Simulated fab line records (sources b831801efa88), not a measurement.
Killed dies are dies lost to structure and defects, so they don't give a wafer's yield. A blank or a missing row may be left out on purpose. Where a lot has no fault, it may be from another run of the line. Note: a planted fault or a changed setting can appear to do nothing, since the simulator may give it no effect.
A struck lot beside a sound one / flow sky130 / 37 steps out of a route of 708
Sound: wafers L565.1, L565.3, L565.5. Wafers struck: L554.4, L554.5, L554.6. The cause is given at the end.
Order at every step that has rows: each side's tool, ch and its chambers, its first start. Under that, the readings that differ: sound wafers / struck wafers / difference of the means / sigmas: that difference in standard deviations of wafers without a fault.
alike: same words and numbers on both sides, and readings whose means sit less than 2 such deviations apart. not compared: any withheld reading, any reading some wafer has no value for, any bound like >300 that may hide the same value, and any number with overlapping values for which the record gives no deviation.
The two part at a step that has a row with sigmas, a row that says differs or no value, or rows on one side only. Numbers that have no deviation but don't overlap get no sigmas and don't part them. A reading that every wafer of one side lacks parts them only if that side has two wafers or more.

first, 10 steps without rows for these wafers: SKY_LDD_LDN_SOFTBAKE_03 (time 60 s); SKY_LDD_LDN_EXPOSE_04 (exposes mask LDNTM, target cd 700 nm); SKY_LDD_LDN_PEB_05; SKY_LDD_LDN_DEVELOP_06 (develop time 60 s); SKY_LDD_LDN_IMPLANT_08; SKY_LDD_LDN_IMPLANT_09; SKY_LDD_LDN_IMPLANT_10; SKY_LDD_LDN_IMPLANT_11; SKY_LDD_LDN_STRIP_12 (strips in O2/N2); SKY_LDD_LDN_CLEAN_14 (cleans in SC1/SC2, time 150 s).
SKY_SPACER_CVD_00: deposits Si3N4 from DCS/NH3, target thk 43.1 nm, time 740 s.
  sound on lpcvd-02 ch 0, day 30 18:21; struck on lpcvd-02 ch 0, day 27 02:42
reading=pressureMtorr (mTorr); sound=251.2 250.9 250.0; struck=249.8 250.1 249.5; difference=-0.9; sigmas=-2
reading=model.Si3N4_of_SPACER_CVD_00.thkNm (nm); sound=43.89 43.59 43.88; struck=45.72 46.09 46.04; difference=+2.16; sigmas=
  alike: spikeTcTopC, zonePowerUpperPct
SKY_SPACER_THK_MEAS_01:
  sound: filmMetro-02 at day 30 19:34; struck: filmMetro-01 at day 27 03:56
reading=SPACER_CVD_00_THK (nm); sound=43.9 43.5 43.9; struck=45.7 46.1 46.1; difference=+2.2; sigmas=+6
SKY_SPACER_ETCHBACK_02: etches Si3N4 in CH3F/O2, stops on SiO2, time 46.7 s, target depth 45 nm.
  sound on rieDiel-03 ch 0,3, day 30 19:37; struck on rieDiel-01 ch 0,1, day 27 03:58
reading=oesProductAu (a.u.); sound=0.863 0.863 0.859; struck=0.876 0.889 0.901; difference=+0.027; sigmas=+5
reading=model.etch.depthNm (nm); sound=43.89 43.59 43.88; struck=45.72 46.09 46.04; difference=+2.16; sigmas=
  alike: biasW, drypumpMotorCurrentA, throttleValvePct
  not compared: rfHoursCounterH
then, 22 steps without rows for these wafers: SKY_POLY_CUT_DEHYDRATE_00 (time 60 s); SKY_POLY_CUT_HMDS_01 (prime time 60 s); SKY_POLY_CUT_COAT_02 (resist thk 60 nm); SKY_POLY_CUT_COAT_03 (resist thk 450 nm); SKY_POLY_CUT_SOFTBAKE_04 (time 90 s); SKY_POLY_CUT_EXPOSE_05 (exposes mask NPCM, target cd 270 nm); SKY_POLY_CUT_PEB_06; SKY_POLY_CUT_DEVELOP_07 (develop time 60 s); SKY_POLY_CUT_ETCH_10 (etches BARC in N2/H2, stops on SiO2, time 45.9 s, target depth 60 nm); SKY_POLY_CUT_ETCH_11 (etches Si3N4 in CF4/CH2F2/Ar, stops on poly-Si, time 42.5 s, target depth 60 nm); SKY_POLY_CUT_STRIP_12 (strips in O2/N2); SKY_SD_P_DEHYDRATE_00 (time 60 s); SKY_SD_P_HMDS_01 (prime time 60 s); SKY_SD_P_COAT_02 (resist thk 1140 nm); SKY_SD_P_SOFTBAKE_03 (time 60 s); SKY_SD_P_EXPOSE_04 (exposes mask PSDM, target cd 380 nm); SKY_SD_P_PEB_05; SKY_SD_P_DEVELOP_06 (develop time 60 s); SKY_SD_P_IMPLANT_09; SKY_SD_P_STRIP_10 (strips in O2/N2); SKY_RES_XHIGH_DEHYDRATE_00 (time 60 s); SKY_RES_XHIGH_HMDS_01 (prime time 60 s).
-- the record jumps here: 5 days lie between the struck wafers' starts before and after (it left off in module RES_XHIGH and takes up again in module SALICIDE, whose first step shown is number 361 of the route) --
SKY_SALICIDE_CLEAN_00: cleans in HF-last, time 30 s.
  sound on wetBench-02 ch 3, day 35 07:49; struck on wetBench-01 ch 2, day 31 22:11
reading=model.Si3N4_of_SPACER_CVD_00.thkNm (nm); sound=42.9 42.6 42.89; struck=44.75 45.12 45.06; difference=+2.18; sigmas=
-- the record jumps here: 17 days lie between the struck wafers' starts before and after (it left off in module SALICIDE and takes up again in module PAD_OPEN, whose first step shown is number 708 of the route) --
SKY_PAD_OPEN_PROBE_99:
  sound: prober-01 at day 50 22:14; struck: prober-02 at day 48 15:59
reading=model.etest.pfet_01v8.rOnOhmUm; sound=2820 2803 2778; struck=2912 2958 3027; difference=+165; sigmas=
  alike: killed_at_M0_to_M3, killed_at_M4_up, killedAtContacts, killedAtFrontEnd, killedDies, killedOpen, killedShort

## WHERE THEY PART
Earliest at SKY_SPACER_CVD_00; latest, in this record, at SKY_SPACER_ETCHBACK_02. Later steps at which nothing parts them and some readings are alike: SKY_PAD_OPEN_PROBE_99.

WHY: the cause the simulator had injected
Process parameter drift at SKY_SPACER_CVD_00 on lpcvd-02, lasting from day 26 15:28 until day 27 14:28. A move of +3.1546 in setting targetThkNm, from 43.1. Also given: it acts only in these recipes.
